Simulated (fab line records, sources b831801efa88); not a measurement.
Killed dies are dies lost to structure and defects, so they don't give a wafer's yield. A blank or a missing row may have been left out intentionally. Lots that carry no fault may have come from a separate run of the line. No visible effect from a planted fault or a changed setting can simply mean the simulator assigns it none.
A single fault, viewed from 2 desks :: flow sky130 :: numbers are kept per desk, each desk with only its own; the story behind them comes last

FOR THE TOOL OWNER'S DESK: cvd w-02
The tool's own readings at SKY_VIA3_CVD_21 (deposits W, target thk 390 nm, time 117.31 s): means of the sampled wafers that have a number, for each lot that ran on this tool. If a lot's mean is further than 4 standard deviations from the usual mean, the lot is out of limits and carries the mark OUT (the distance appears in the brackets).
Columns: A = heater power w at SKY_VIA3_CVD_21, usual 855 W
lot: L889
first seen here: day 40 06:50
A: 881

lot: L893
first seen here: day 41 14:05
A: 859

lot: L895
first seen here: day 41 23:25
A: 886

lot: L902
first seen here: day 43 18:52
A: 872

lot: L903
first seen here: day 44 02:00
A: 880

lot: L904
first seen here: day 44 09:14
A: 901
This desk's finding: nothing out of limits on any of the 6 lots.

METROLOGY DESK
What the gauges read for every lot (on any tool): the sampled wafers with a number, averaged. If a lot's mean is further than 4 standard deviations from the usual mean, the lot is out of limits and carries the mark OUT (the distance appears in the brackets).
Columns: A = cd nm at SKY_LOCAL_INTERCONNECT_CD_MEAS_11, usual 170.1 nm; B = VIA3_W_RS at SKY_VIA3_RS_MEAS_22, usual 0.293 ohm/sq; C = VIA3_W_THK at SKY_VIA3_THK_MEAS_23, usual 386 nm
lot: L889
first seen here: day 30 23:57
A: 171.7
B: 0.289
C: 395

lot: L893
first seen here: day 32 13:11
A: 172.8
B: 0.291
C: 386

lot: L895
first seen here: day 32 23:49
A: 169.3
B: 0.290
C: 388

lot: L902
first seen here: day 35 01:00
A: 168.4
B: 0.282
C: 396

lot: L903
first seen here: day 35 08:32
A: 169.2
B: 0.277 (-4.0) OUT
C: 402

lot: L904
first seen here: day 35 17:40
A: 170.2
B: 0.282
C: 395

lot: L907
first seen here: day 36 16:52
A: 167.3
B: 0.299
C: 382

lot: L908
first seen here: day 37 00:22
A: 170.6
B: 0.299
C: 380

lot: L909
first seen here: day 37 10:08
A: 169.3
B: 0.302
C: 377

lot: L910
first seen here: day 37 10:49
A: 170.1
B: 0.294
C: 383

lot: L911
first seen here: day 37 18:05
A: 171.3
B: 0.296
C: 379
This desk's result: L903 out of limits, first on L903 (VIA3_W_RS at SKY_VIA3_RS_MEAS_22), day 44 02:08. Within limits: L889, L893, L895, L902, L904, L907, L908, L909, L910, L911.

TAKEN TOGETHER
The metrology desk could have raised an alarm at day 44 02:08, on L903.
The desk of the tool owner found nothing out of limits.
The tool owner's desk has L903 on record, within its limits.
Of the lots named, all ran SKY_VIA3_CVD_21 on cvd w-02.

WHAT HAD BEEN PUT IN BY THE SIMULATOR
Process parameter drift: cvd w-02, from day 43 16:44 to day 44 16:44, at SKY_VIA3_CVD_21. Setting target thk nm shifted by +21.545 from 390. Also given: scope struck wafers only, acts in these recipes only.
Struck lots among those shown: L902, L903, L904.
Time in hours between the start of the fault and the first out-of-limits reading at each desk: metrology desk, 9.
